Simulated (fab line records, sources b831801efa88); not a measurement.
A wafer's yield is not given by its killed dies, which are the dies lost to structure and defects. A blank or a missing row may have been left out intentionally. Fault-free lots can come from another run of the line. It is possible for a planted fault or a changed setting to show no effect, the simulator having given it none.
A single fault, viewed from 2 desks -- flow gf180mcu -- numbers are kept per desk, each desk with only its own; the story behind them comes last

FROM THE METROLOGY DESK
What the gauges read, lot by lot, whatever tool the lot ran on: means of the sampled wafers that have a number. The brackets show how far a lot's mean lies from the usual mean; more than 4 standard deviations puts the lot out of limits, marked OUT.
Columns: A = V5_W_RS at GF_V5_RS_MEAS_24, usual 0.327 ohm/sq; B = V5_W_THK at GF_V5_THK_MEAS_25, usual 341 nm
lot,first seen here,A,B
L191,day 27 05:23,0.326,344
L192,day 27 14:07,0.325,344
L193,day 28 00:14,0.329,338
L194,day 28 08:22,0.325,342
L197,day 29 06:44,0.332,338
L202,day 30 21:05,0.607 (+55) OUT,186 (-27) OUT
L203,day 31 02:52,0.329,338
L204,day 31 05:11,0.617 (+57) OUT,182 (-27) OUT
L211,day 33 02:03,0.333,340
L213,day 33 11:53,0.327,340
This desk's finding: out of limits on L202, L204; first on L202, day 30 21:05 (V5_W_RS at GF_V5_RS_MEAS_24). Within limits: L191, L192, L193, L194, L197, L203, L211, L213.

FOR THE TOOL OWNER'S DESK: cvd w-01
The tool's own readings at GF_V5_CVD_23 (deposits W, target thk 350 nm, time 104.9 s): means of the sampled wafers that have a number, for each lot that ran on this tool. The brackets show how far a lot's mean lies from the usual mean; more than 4 standard deviations puts the lot out of limits, marked OUT.
Columns: A = heater power outer w at GF_V5_CVD_23, usual 489 W; B = heater power w at GF_V5_CVD_23, usual 814 W
lot,first seen here,A,B
L192,day 27 13:54,578,925
L197,day 29 06:32,580,926
L202,day 30 20:58,542,867
L204,day 31 05:05,555,856
This desk found nothing out of limits on any of the 4 lots.

BROUGHT TOGETHER
Metrology desk: alarm possible at day 30 21:05 on L202, L204.
The desk of the tool owner found nothing out of limits.
The tool owner's desk has L202, L204 on record, within its limits.
All the named lots went through GF_V5_CVD_23 on cvd w-01.

WHAT HAD BEEN PUT IN BY THE SIMULATOR
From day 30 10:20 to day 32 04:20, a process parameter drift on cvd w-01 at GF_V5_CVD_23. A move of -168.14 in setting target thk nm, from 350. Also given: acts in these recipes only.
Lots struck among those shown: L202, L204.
Time in hours between the start of the fault and the first out-of-limits reading at each desk: metrology desk, 11.
